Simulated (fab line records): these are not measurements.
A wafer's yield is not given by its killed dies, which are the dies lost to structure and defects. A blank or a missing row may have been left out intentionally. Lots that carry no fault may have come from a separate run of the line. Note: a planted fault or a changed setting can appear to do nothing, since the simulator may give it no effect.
Which tool was responsible? + flow gf180mcu + 36 wafers sampled from 12 lots at 1 step of a route of 602

== WHAT THE GAUGES READ, wafer by wafer ==
GF_M1_CD_MEAS_14: the cd target is 230 nm.
| lot  | measured     | on        | cd_nm (nm)        |
|------|--------------|-----------|-------------------|
| L075 | day 17 14:11 | cd_sem-01 | 229.3 229.9 228.3 |
| L077 | day 18 05:30 | cd_sem-02 | 230.9 231.8 231.2 |
| L078 | day 19 05:24 | cd_sem-02 | 228.4 227.9 227.9 |
| L081 | day 19 18:52 | cd_sem-02 | 229.0 230.3 230.8 |
| L083 | day 20 21:27 | cd_sem-02 | 229.2 229.2 228.8 |
| L085 | day 21 14:18 | cd_sem-02 | 229.0 228.8 228.5 |
| L087 | day 22 08:25 | cd_sem-01 | 232.8 232.9 232.6 |
| L089 | day 23 01:53 | cd_sem-02 | 229.0 228.5 228.7 |
| L091 | day 23 13:11 | cd_sem-01 | 230.7 228.8 229.9 |
| L093 | day 24 02:46 | cd_sem-02 | 231.2 230.2 230.9 |
| L095 | day 24 16:13 | cd_sem-02 | 227.9 229.7 228.8 |
| L097 | day 25 05:41 | cd_sem-01 | 232.3 231.7 231.2 |

== WHICH TOOL RAN EACH LOT (tool, then ch and the chambers of the sampled wafers, then the start) ==
The record shows no process step preceding these readings.

== THE ANSWER, worked out from the rows above alone ==
Rule: the usual values come from the lots themselves. The widest of any qualifying gaps counts: lots, ordered by their means at a reading, are off when they make up no more than a third of the lots, leave a main group of 4 or more, and stand apart from it by 3 or more times the standard deviation of that group's means. Not used: any main group whose means are identical at the precision the tables above print for the reading. Also off: a lot with no number at a reading for which 4 or more lots have one. All remaining lots with rows at the step are treated as sound.
No lot is off on any of the readings shown, so nothing can be concluded from this.

== WHAT THE SIMULATOR HAD INSERTED ==
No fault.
